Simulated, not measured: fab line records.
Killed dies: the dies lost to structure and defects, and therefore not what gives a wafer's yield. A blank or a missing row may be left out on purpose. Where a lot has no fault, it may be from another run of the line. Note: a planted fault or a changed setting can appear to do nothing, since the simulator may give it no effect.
A sampling plan put to the test	flow gf180mcu	one line in one fab, 29 faults in these records, each fault weighed on the records of the lots it struck
Plan = the line's own looks (route steps where a gauge or an inspection reads the wafer without altering it). A look is open to judgement when struck wafers have a number at it and the file gives its usual mean and standard deviation on fault-free wafers. Caught: at a look after the fault's first step, the mean of the struck wafers lies 4 or more of those standard deviations (sigma) from the usual mean. On the tool: the identical test, applied to the tool's own readings at the steps of the fault. It also counts as caught if the struck wafers ran another recipe or if their record alone is blank.

THE FAULTS, as the simulator had put them in
1. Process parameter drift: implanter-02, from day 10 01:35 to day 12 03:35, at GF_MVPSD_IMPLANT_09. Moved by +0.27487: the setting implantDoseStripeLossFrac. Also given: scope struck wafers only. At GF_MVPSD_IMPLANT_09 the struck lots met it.
2. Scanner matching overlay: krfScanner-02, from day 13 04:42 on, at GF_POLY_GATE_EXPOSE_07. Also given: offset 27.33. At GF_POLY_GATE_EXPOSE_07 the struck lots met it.
3. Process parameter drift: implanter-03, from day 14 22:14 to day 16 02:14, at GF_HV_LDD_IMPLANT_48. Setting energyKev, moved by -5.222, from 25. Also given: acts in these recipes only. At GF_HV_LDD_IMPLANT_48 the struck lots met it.
4. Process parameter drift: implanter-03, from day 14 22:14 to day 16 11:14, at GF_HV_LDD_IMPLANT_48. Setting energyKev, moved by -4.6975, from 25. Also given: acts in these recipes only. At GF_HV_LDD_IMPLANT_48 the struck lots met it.
5. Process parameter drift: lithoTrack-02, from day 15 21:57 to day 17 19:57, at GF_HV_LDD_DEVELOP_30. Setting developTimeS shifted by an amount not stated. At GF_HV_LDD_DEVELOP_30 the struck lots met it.
6. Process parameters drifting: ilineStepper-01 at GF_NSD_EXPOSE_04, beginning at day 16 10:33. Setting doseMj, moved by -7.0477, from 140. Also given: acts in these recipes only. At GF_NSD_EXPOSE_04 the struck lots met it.
7. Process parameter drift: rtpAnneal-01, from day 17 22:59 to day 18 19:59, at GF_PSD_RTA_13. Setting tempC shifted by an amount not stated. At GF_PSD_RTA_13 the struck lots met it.
8. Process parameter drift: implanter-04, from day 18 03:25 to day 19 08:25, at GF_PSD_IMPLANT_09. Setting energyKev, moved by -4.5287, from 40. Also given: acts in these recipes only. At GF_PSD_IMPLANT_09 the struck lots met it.
9. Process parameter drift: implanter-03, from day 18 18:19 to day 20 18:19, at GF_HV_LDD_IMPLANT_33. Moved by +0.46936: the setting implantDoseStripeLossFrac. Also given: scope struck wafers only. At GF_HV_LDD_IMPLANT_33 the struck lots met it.
10. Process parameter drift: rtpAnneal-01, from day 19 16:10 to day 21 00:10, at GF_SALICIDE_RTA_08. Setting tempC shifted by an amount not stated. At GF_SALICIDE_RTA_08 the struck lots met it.
11. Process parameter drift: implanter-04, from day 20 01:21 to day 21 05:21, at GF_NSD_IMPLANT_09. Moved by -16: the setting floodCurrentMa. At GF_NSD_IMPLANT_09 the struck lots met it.
12. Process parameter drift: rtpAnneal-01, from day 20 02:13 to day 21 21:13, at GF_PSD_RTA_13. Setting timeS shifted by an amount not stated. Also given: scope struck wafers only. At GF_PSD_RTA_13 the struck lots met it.
13. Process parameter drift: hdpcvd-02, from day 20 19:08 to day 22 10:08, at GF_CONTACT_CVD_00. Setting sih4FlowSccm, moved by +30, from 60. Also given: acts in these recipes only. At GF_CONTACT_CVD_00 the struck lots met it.
14. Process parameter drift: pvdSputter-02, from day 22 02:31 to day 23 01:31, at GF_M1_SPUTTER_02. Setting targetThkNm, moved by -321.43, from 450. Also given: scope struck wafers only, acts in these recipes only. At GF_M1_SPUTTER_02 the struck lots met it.
15. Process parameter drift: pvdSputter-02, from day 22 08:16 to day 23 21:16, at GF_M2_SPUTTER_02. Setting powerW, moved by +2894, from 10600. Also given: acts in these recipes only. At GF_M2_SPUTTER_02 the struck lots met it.
16. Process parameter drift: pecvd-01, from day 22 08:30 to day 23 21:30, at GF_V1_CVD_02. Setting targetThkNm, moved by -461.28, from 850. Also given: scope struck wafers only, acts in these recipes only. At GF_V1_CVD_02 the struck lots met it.
17. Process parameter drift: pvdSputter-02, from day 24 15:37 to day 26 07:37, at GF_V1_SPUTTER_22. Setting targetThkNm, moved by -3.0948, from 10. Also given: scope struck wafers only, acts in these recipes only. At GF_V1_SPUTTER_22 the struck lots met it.
18. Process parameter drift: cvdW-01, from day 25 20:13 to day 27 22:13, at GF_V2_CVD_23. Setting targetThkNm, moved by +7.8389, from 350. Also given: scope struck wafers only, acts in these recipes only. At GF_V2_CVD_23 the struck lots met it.
19. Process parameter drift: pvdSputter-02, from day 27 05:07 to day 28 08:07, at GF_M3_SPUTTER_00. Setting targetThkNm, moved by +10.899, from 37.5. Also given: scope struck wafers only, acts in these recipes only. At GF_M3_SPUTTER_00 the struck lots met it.
20. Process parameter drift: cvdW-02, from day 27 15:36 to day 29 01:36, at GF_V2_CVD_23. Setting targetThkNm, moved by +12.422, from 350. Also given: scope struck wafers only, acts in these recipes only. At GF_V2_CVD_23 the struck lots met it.
21. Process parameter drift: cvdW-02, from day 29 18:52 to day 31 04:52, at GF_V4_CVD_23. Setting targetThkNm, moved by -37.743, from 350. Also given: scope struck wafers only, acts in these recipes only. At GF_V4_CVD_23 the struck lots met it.
22. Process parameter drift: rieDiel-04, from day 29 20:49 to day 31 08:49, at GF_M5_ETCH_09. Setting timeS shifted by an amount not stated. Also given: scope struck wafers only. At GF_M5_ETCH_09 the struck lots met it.
23. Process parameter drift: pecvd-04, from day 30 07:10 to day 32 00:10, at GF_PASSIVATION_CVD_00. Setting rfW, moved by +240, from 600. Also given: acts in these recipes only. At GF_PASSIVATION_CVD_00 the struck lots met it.
24. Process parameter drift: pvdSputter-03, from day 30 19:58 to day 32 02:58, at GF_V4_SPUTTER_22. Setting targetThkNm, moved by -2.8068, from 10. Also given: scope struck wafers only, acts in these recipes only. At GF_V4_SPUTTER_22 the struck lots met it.
25. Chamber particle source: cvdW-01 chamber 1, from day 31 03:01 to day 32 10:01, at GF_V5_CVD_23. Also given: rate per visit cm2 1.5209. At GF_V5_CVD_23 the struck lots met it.
26. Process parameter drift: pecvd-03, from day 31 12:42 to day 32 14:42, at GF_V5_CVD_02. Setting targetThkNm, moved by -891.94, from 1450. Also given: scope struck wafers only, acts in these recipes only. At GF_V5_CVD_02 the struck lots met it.
27. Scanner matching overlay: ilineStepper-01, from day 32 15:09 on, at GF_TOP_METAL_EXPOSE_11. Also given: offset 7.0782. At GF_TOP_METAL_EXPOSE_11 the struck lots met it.
28. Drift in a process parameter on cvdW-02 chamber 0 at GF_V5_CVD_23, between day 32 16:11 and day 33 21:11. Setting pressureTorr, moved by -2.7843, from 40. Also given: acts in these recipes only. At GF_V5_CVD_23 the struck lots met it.
29. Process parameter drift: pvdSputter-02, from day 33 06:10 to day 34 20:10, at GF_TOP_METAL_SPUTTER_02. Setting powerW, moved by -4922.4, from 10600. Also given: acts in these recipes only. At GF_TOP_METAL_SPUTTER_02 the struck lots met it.

WHAT THE PLAN SAW
fault	on the tool itself	first look that catches it	reading, sigma	median hours from its first step to that look	hours from the fault's start to the first struck lot there	judged looks passed uncaught
1	no reading that can be judged	GF_VT_IMPLANT_RS_MEAS_49	MVPSD_RS +11	80.6	83	1
2	no reading that can be judged	GF_POLY_GATE_OVL_MEAS_11	POLY_GATE_OVL +5.6	10.6	15	0
3	beamEnergyKeV -99 or beyond sigma	GF_HV_LDD_TW_MEAS_50	HV_LDD_4_TW -4.6	0.2	6	0
4	beamEnergyKeV -99 or beyond sigma	GF_HV_LDD_TW_MEAS_50	HV_LDD_4_TW -4.0	0.2	6	0
5	no reading that can be judged	GF_HV_LDD_TW_MEAS_38	HV_LDD_3_TW -99 or beyond	1.0	4	0
6	exposureDoseMJCm2 -7.2 sigma	GF_NSD_CD_MEAS_07	cdNm -6.0	11.8	15	0
7	under 2 sigma	GF_PSD_RS_MEAS_14	NSD_RS -21	0.1	3	0
8	beamEnergyKeV -99 or beyond sigma	GF_PSD_TW_MEAS_11	PSD_TW -6.6	0.2	2	0
9	no reading that can be judged	none of the 7 looks that can be judged after it	-	-	-	7
10	wafer_temp_C_max -99 or beyond sigma	no look after it can be judged	-	-	-	0
11	no reading that can be judged	no look after it can be judged	-	-	-	0
12	runLengthS +99 or beyond sigma	GF_PSD_RS_MEAS_14	NSD_RS -63	0.1	5	0
13	sih4FlowSccm +99 or beyond sigma	GF_CONTACT_THK_MEAS_01	CONTACT_CVD_00_THK +44	0.1	4	0
14	under 2 sigma	GF_M1_RS_MEAS_05	M1_ALCU_RS +99 or beyond	0.1	9	0
15	cathodeDcPowerW +99 or beyond sigma	GF_M2_RS_MEAS_05	M2_ALCU_RS -19	0.1	5	0
16	under 2 sigma	GF_V1_THK_MEAS_03	V1_CVD_02_THK -38	0.1	3	0
17	under 2 sigma	no look after it can be judged	-	-	-	0
18	under 2 sigma	not the one look that can be judged after it	strongest: V2_W_RS at GF_V2_RS_MEAS_24, -2.5	-	-	1
19	under 2 sigma	no look after it can be judged	-	-	-	0
20	under 2 sigma	none of the 2 looks that can be judged after it	strongest: V2_W_RS at GF_V2_RS_MEAS_24, -3.2	-	-	2
21	under 2 sigma	GF_V4_RS_MEAS_24	V4_W_RS +9.8	0.2	8	0
22	only faintly: throttleValvePct +2.0 sigma	no look after it can be judged	-	-	-	0
23	under 2 sigma	GF_PASSIVATION_THK_MEAS_01	PASSIVATION_CVD_00_THK +9.8	0.1	15	0
24	under 2 sigma	no look after it can be judged	-	-	-	0
25	under 2 sigma	not the one look that can be judged after it	-	-	-	1
26	under 2 sigma	GF_V5_THK_MEAS_03	V5_CVD_02_THK -46	0.2	4	0
27	no reading that can be judged	GF_TOP_METAL_OVL_MEAS_15	TOP_METAL_OVL +4.3	8.0	14	0
28	chamberPressureTorr -33 sigma	not the one look that can be judged after it	-	-	-	1
29	cathodeDcPowerW -99 or beyond sigma	GF_TOP_METAL_RS_MEAS_05	TOP_METAL_ALCU_RS +73	0.1	8	0
A dash: the fault is not caught, or the number is missing from these records.

Caught at a look: 18 of 29. Caught on the tool: 10 of 29. By one or the other: 20 of 29.
Faults caught by the tool alone: 10, 28.
Caught at a look alone: faults 1, 2, 5, 7, 14, 16, 21, 23, 26, 27.
Caught by neither: faults 9, 11, 17, 18, 19, 20, 22, 24, 25.

THINNER SAMPLING
Were the look that catches a fault to measure just every second or every third lot (counted by lot number), the first struck lot would, at worst, be measured this late:
fault	struck lots at that look, in order of time	every lot	every second lot	every third lot
1	L127	83 h	may miss it	may miss it
2	L928, L929, L931, L932	15 h	23 h	may miss all 4
3	L357, L358	6 h	17 h	may miss all 2
4	L199, L200	6 h	17 h	may miss all 2
5	L234, L238	4 h	may miss all 2	may miss all 2
6	L560, L562, L564, L566	15 h	may miss all 4	48 h
7	L457, L458	3 h	6 h	may miss all 2
8	L213, L215	2 h	may miss all 2	may miss all 2
12	L461, L462	5 h	13 h	may miss all 2
13	L854, L855	4 h	14 h	may miss all 2
14	L876, L877	9 h	16 h	may miss all 2
15	L656, L657	5 h	23 h	may miss all 2
16	L264, L266	3 h	may miss all 2	may miss all 2
21	L388, L391	8 h	26 h	may miss all 2
23	L322, L325	15 h	33 h	may miss all 2
26	L877, L879, L880	4 h	22 h	may miss all 3
27	L453, L454, L457, L460	14 h	20 h	may miss all 4
29	L893, L894	8 h	13 h	may miss all 2
Hours count from the start of the fault until the first struck lot that is measured. The limit of 4 sigma was tested on all struck wafers together, so one lot alone may lie under it. Other struck lots may not be in these records.

THE LONGEST TIMED WAY FROM STEP TO LOOK
Fault 1: a median of 80.6 hours passes between GF_MVPSD_IMPLANT_09 and GF_VT_IMPLANT_RS_MEAS_49. The look between them that can be judged stayed within 4 sigma: GF_VT_IMPLANT_RS_MEAS_47.
